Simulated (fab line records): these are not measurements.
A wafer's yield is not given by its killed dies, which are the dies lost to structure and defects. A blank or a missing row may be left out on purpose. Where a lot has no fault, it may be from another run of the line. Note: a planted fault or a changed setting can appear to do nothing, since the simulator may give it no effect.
8D (eight disciplines) problem report, filled in by code || flow sky130 || the parts of the form that need people (team, actions taken, sign-off) are left out

## 1. WHAT IS WRONG
Wafers without a fault read 19.999, standard deviation 0.0056; beam energy keV at SKY_LDD_HVP_IMPLANT_08 reads a mean of 21.113 on 6 wafers belonging to 2 lots. So: +99 or more standard deviations from the usual mean.
First seen on wafer L941.1, day 27 22:43, on implanter-03. The record holds 18 wafers of 6 lots with a number at this step. The rule behind "out" and "out of limits": a value lying over 4 standard deviations away from the usual mean. All remaining wafers that have a number are taken as sound.

## 2. WHAT IT IS AND WHAT IT IS NOT
{"question": "which readings at this step", "is": "beam energy keV", "is not": "-"}
{"question": "which lots", "is": "L941, L942", "is not": "L927, L928, L931, L940"}
{"question": "which wafers of those lots", "is": "all that have a number", "is not": "-"}
{"question": "read on which tools", "is": "implanter-03", "is not": "implanter-01, implanter-04"}
{"question": "when", "is": "from day 27 22:43", "is not": "up to then (12 sound wafers)"}

## 3. WHAT RULES OUT EACH SUSPECT
Counting: a tool stays on the suspect list if, at a process step up to the reading, it processed all lots that are out and no sound lot following the first of them.
- implanter-03 at SKY_LDD_HVP_IMPLANT_08: kept. It ran every lot that is out, first L941 (day 27 22:43), and no sound lot after that; its last sound lot up to then is L928 (day 23 04:14). On those wafers its own readings are out: beam energy keV.
Left after counting: implanter-03 at SKY_LDD_HVP_IMPLANT_08.

## 4. THE CAUSE (what the simulator had put in)
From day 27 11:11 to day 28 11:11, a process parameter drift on implanter-03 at SKY_LDD_HVP_IMPLANT_08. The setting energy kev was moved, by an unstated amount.
Only this tool survived the counting.

## 5. THE CHAIN OF EFFECTS, in route order
One row per reading whose mean, taken over the struck wafers that have a number, lies over 3 standard deviations from the usual. Only readings whose record carries a usual standard deviation are examined. hours: median over the lots of the time between each lot's start at the first step of this table that gives one and its start at this step. sigmas: the change, counted in usual standard deviations.
{"hours": 0, "step": "SKY_LDD_HVP_IMPLANT_08", "reading": "beam energy keV", "usual": 19.999, "on struck wafers": 21.113, "change": "+1.114", "sigmas": "+99 or more"}
The process steps in it:
- SKY_LDD_HVP_IMPLANT_08

## 6. HOW IT WOULD HAVE BEEN CAUGHT EARLIER
In this record no reading fell out of limits until day 27 22:43, 12 hours after the fault had begun at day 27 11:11.
